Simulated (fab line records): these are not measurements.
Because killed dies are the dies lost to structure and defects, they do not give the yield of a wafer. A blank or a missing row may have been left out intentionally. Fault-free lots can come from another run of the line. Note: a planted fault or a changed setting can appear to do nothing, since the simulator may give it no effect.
One fault through the eyes of 2 desks || flow sky130 || every desk sees just its own numbers, and what lay behind them comes last

AT THE METROLOGY DESK
What the gauges read for every lot (on any tool): the sampled wafers with a number, averaged. If a lot's mean is further than 4 standard deviations from the usual mean, the lot is out of limits and carries the mark OUT (the distance appears in the brackets).
Columns: A = CAP2M_OVL at SKY_CAP2M_OVL_MEAS_12, usual -0.2 nm
{"lot": "L198", "first seen here": "day 41 02:02", "A": -0.1}
{"lot": "L199", "first seen here": "day 41 10:59", "A": -1.3}
{"lot": "L200", "first seen here": "day 41 20:08", "A": 1.9}
{"lot": "L201", "first seen here": "day 42 00:35", "A": -0.3}
{"lot": "L206", "first seen here": "day 43 06:32", "A": -0.5}
{"lot": "L209", "first seen here": "day 44 06:26", "A": -0.0}
{"lot": "L212", "first seen here": "day 44 23:23", "A": -1.1}
{"lot": "L213", "first seen here": "day 45 01:50", "A": -0.7}
{"lot": "L214", "first seen here": "day 45 13:44", "A": 1.9}
{"lot": "L216", "first seen here": "day 46 02:11", "A": -0.9}
{"lot": "L217", "first seen here": "day 46 04:50", "A": -2.2}
{"lot": "L218", "first seen here": "day 46 13:29", "A": -1.9}
{"lot": "L219", "first seen here": "day 46 16:59", "A": -1.7}
Finding of this desk: none of the 13 lots has anything out of limits.

AT THE TOOL OWNER'S DESK: litho-track-01
The tool's own readings at SKY_VIA4_HMDS_05 (prime time 60 s): means of the sampled wafers that have a number, for each lot that ran on this tool. If a lot's mean is further than 4 standard deviations from the usual mean, the lot is out of limits and carries the mark OUT (the distance appears in the brackets).
Columns: A = prime-temp-c at SKY_VIA4_HMDS_05, usual 119.99 C
{"lot": "L199", "first seen here": "day 43 01:26", "A": 120.04}
{"lot": "L200", "first seen here": "day 43 09:07", "A": 119.84}
{"lot": "L201", "first seen here": "day 43 13:26", "A": 119.81}
{"lot": "L206", "first seen here": "day 44 18:55", "A": "120.70 (+5.1) OUT"}
{"lot": "L209", "first seen here": "day 45 16:50", "A": "120.93 (+6.7) OUT"}
This desk's verdict: out of limits on L206, L209, starting with L206 at day 44 18:55 (prime-temp-c at SKY_VIA4_HMDS_05). In limits: L199, L200, L201.

ALL TOGETHER
At day 44 18:55, on L206, L209, the tool owner's desk was in a position to raise an alarm.
The metrology desk saw nothing out of limits.
The metrology desk has L206, L209 on record, within its limits.
Every lot named ran SKY_VIA4_HMDS_05 on litho-track-01.

WHAT THE SIMULATOR HAD PUT IN
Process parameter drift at SKY_VIA4_HMDS_05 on litho-track-01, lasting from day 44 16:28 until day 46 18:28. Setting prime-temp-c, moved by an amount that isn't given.
Lots struck among those shown: L206, L209.
Hours from the fault's start to each desk's first reading out of limits: the tool owner's desk, 2.
